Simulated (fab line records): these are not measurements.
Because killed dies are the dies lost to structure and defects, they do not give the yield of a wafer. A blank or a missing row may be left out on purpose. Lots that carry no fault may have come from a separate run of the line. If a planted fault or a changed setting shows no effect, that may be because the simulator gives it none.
Chamber matching	flow gf180mcu	GF_V1_ETCH_16 on rie-diel-04 has 4 sister chambers
The step etches BARC in N2/H2. 30 wafers are shown with their chamber, then 12 later ones without.

== WAFERS, EACH WITH ITS CHAMBER ==
wafer	chamber	drypump-motor-current-A (A)	rf-fwd-power-W (W)	oes-product-au (a.u.)
L074.2	1	6.0	500.1	0.851
L074.4	2	6.7	493.0	0.851
L074.6	2	6.7	495.1	0.846
L075.1	0	5.7	491.9	0.852
L075.2	2	6.7	494.9	0.857
L075.3	3	6.0	492.6	0.847
L076.1	3	6.0	493.7	0.854
L076.3	2	6.7	494.6	0.855
L076.6	2	6.7	493.0	0.847
L082.2	2	6.7	494.3	0.867
L082.3	3	6.0	495.9	0.858
L082.6	0	5.7	494.7	0.859
L084.1	3	6.0	496.3	0.864
L084.4	2	6.7	492.6	0.855
L084.6	1	6.1	498.5	0.860
L086.4	1	6.0	497.1	0.857
L086.5	0	5.7	491.7	0.857
L086.6	1	6.0	500.3	0.854
L087.2	2	6.6	493.9	0.855
L087.5	1	6.0	494.9	0.856
L087.6	2	6.6	493.8	0.848
L089.1	3	6.0	494.3	0.866
L089.2	0	5.7	493.9	0.854
L089.3	2	6.6	495.2	0.854
L090.3	3	6.0	495.6	0.858
L090.4	1	6.0	495.9	0.853
L090.6	2	6.7	493.2	0.848
L092.2	2	6.7	494.1	0.866
L092.4	1	6.0	495.3	0.845
L092.5	3	6.0	495.7	0.850

SIGNATURES (averages over the wafers above)
reading	chamber 0	chamber 1	chamber 2	chamber 3	scatter within a chamber
drypump-motor-current-A	5.700	6.014	6.675	6.000	0.0346
rf-fwd-power-W	493.050	497.443	493.975	494.871	1.47
oes-product-au	0.85550	0.85371	0.85408	0.85671	0.00613
Rule: for each reading, subtract the chamber's mean from the wafer's reading, divide by that reading's scatter and square the result; add these up over the readings and take the root, which gives the wafer's distance from the chamber. If the next closest chamber is less than 2 further off than the closest, the wafer can't be placed; otherwise it belongs to the closest. How the scatter is found: for the shown wafers, subtract from each reading the mean of its chamber, square and add these, divide the total by (wafers less chambers), then take the root.

== WAFERS MISSING THEIR CHAMBER ==
wafer	drypump-motor-current-A (A)	rf-fwd-power-W (W)	oes-product-au (a.u.)
L094.2	5.7	496.8	0.860
L094.3	6.0	497.4	0.859
L094.4	6.7	490.9	0.858
L095.1	6.7	493.3	0.862
L095.5	6.0	496.8	0.853
L095.6	5.7	494.8	0.856
L096.2	6.7	492.5	0.858
L096.3	5.7	496.4	0.866
L096.5	6.0	494.8	0.862
L097.3	6.0	496.2	0.858
L097.5	6.7	494.8	0.864
L097.6	6.0	495.3	0.861

== EACH ONE'S CHAMBER ==
wafer	from the rows above	in truth
L094.2	0	0
L094.3	can't be placed: 1 or 3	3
L094.4	2	2
L095.1	2	2
L095.5	can't be placed: 1 or 3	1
L095.6	0	0
L096.2	2	2
L096.3	0	0
L096.5	can't be placed: 3 or 1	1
L097.3	can't be placed: 3 or 1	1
L097.5	2	2
L097.6	can't be placed: 3 or 1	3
Correct placement for 7 of the 12. Can't be placed from these rows: 5 (the true chamber is among the candidates in 5). 0 placed wrongly.
